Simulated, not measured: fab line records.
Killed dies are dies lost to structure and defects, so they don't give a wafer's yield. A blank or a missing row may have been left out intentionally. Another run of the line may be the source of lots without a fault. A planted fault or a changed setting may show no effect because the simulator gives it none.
Which tool was responsible?	flow gf180mcu	39 wafers from 13 lots sampled at 4 of the route's 602 steps

WHAT EACH GAUGE READ, for each wafer
GF_CONTACT_RS_MEAS_25: measurement is done with a four-point probe.
lot	measured	on	CONTACT_W_RS (ohm/sq)
L977	day 16 08:43	film metro-04	0.377 0.383 0.378
L978	day 17 00:59	film metro-04	0.384 0.376 0.383
L979	day 17 03:41	film metro-03	0.377 0.376 0.375
L981	day 17 18:46	film metro-02	0.386 0.377 0.386
L982	day 18 02:33	film metro-03	0.380 0.377 0.379
L983	day 18 18:46	film metro-04	0.387 0.385 0.392
L985	day 19 10:50	film metro-02	0.395 0.384 0.389
L987	day 19 18:41	film metro-02	0.383 0.397 0.391
L988	day 20 08:04	film metro-02	0.382 0.374 0.388
L989	day 20 13:37	film metro-03	0.392 0.384 0.387
L990	day 21 02:33	film metro-02	0.386 0.373 0.385
L999	day 23 20:14	film metro-03	0.385 0.391 0.389
L100	day 24 03:04	film metro-02	0.381 0.382 0.380

GF_M1_THK_MEAS_06: measures by xrf.
lot	measured	on	M1_ALCU_THK (nm)
L977	day 16 09:31	film metro-01	442 450 449
L978	day 17 01:47	film metro-01	448 447 447
L979	day 17 04:30	film metro-01	457 445 457
L981	day 17 19:35	film metro-02	451 437 444
L982	day 18 03:21	film metro-02	445 448 442
L983	day 18 19:35	film metro-02	446 449 452
L985	day 19 11:39	film metro-01	441 449 444
L987	day 19 19:37	film metro-03	441 451 451
L988	day 20 08:52	film metro-01	452 444 451
L989	day 20 14:26	film metro-01	452 450 456
L990	day 21 03:20	film metro-02	434 452 438
L999	day 23 21:03	film metro-01	453 441 458
L100	day 24 03:52	film metro-03	438 441 452

GF_M1_CD_MEAS_14: the cd target is 230 nm.
lot	measured	on	cd nm (nm)
L977	day 17 08:32	cd sem-02	228.6 230.0 230.9
L978	day 18 01:14	cd sem-01	228.0 228.2 228.5
L979	day 18 03:22	cd sem-02	228.6 228.6 228.3
L981	day 18 19:07	cd sem-02	230.1 230.4 229.6
L982	day 19 03:36	cd sem-02	229.2 230.3 229.5
L983	day 19 20:02	cd sem-02	230.4 231.2 230.4
L985	day 20 11:22	cd sem-02	230.3 229.1 228.3
L987	day 20 19:10	cd sem-02	232.0 231.0 231.7
L988	day 21 09:34	cd sem-02	226.9 225.9 226.8
L989	day 21 14:25	cd sem-02	226.7 225.4 226.7
L990	day 22 02:55	cd sem-02	227.9 228.1 228.5
L999	day 24 19:08	cd sem-01	230.0 230.1 230.5
L100	day 25 02:09	cd sem-02	231.0 230.1 230.0

WHICH TOOL RAN EACH LOT (tool, then ch and the chambers of the sampled wafers, then the start)
lot	GF_M1_PEB_12
L977	litho track-04 ch 0, day 17 08:12
L978	litho track-04 ch 0, day 18 00:54
L979	litho track-04 ch 0, day 18 03:01
L981	litho track-03 ch 0, day 18 18:46
L982	litho track-04 ch 0, day 19 03:17
L983	litho track-02 ch 0, day 19 19:41
L985	litho track-04 ch 0, day 20 11:01
L987	litho track-04 ch 0, day 20 18:49
L988	litho track-04 ch 0, day 21 09:16
L989	litho track-04 ch 0, day 21 14:04
L990	litho track-03 ch 0, day 22 02:37
L999	litho track-04 ch 0, day 24 18:47
L100	litho track-04 ch 0, day 25 01:50
- GF_M1_PEB_12: peb time 90 s.

WHAT THE TOOLS THEMSELVES READ (means of the sampled wafers that have a number; where no wafer has one, the mark that the record gives instead)
GF_M1_PEB_12.
lot	tool	heater power total W (W)	plate temp C (C)
L977	litho track-04	85.69	135.07
L978	litho track-04	85.74	134.95
L979	litho track-04	85.78	134.79
L981	litho track-03	85.73	135.03
L982	litho track-04	85.79	134.98
L983	litho track-02	85.83	135.14
L985	litho track-04	85.68	134.96
L987	litho track-04	85.70	134.92
L988	litho track-04	86.41	136.01
L989	litho track-04	86.43	135.85
L990	litho track-03	85.75	134.94
L999	litho track-04	85.65	134.91
L100	litho track-04	85.75	135.12

THE ANSWER, worked out from the rows above alone
Rule: what is usual is taken from the lots themselves. The widest of any qualifying gaps counts: lots, ordered by their means at a reading, are off when they make up no more than a third of the lots, leave a main group of 4 or more, and stand apart from it by 3 or more times the standard deviation of that group's means. The tables above print the reading to a certain number of digits; a main group whose means all agree to those digits is not used. Also off: a lot with no number at a reading for which 4 or more lots have one. The other lots that the step has rows for count as sound. First the gauges in route order, then the tools' own readings, where a lot's mean is used as printed above. The first step at which some lot is off is used, and at that step the reading that is off furthest; a lot without a number counts as furthest.
Off at GF_M1_PEB_12 (heater power total W): L988, L989. The main group has a mean of 85.74 W with a standard deviation of 0.051.
A tool fits if, at that step or a process step before it, it ran every lot that is off, and no sound lot after the first of them. Of those tried, none fits.

WHAT THE SIMULATOR HAD INSERTED
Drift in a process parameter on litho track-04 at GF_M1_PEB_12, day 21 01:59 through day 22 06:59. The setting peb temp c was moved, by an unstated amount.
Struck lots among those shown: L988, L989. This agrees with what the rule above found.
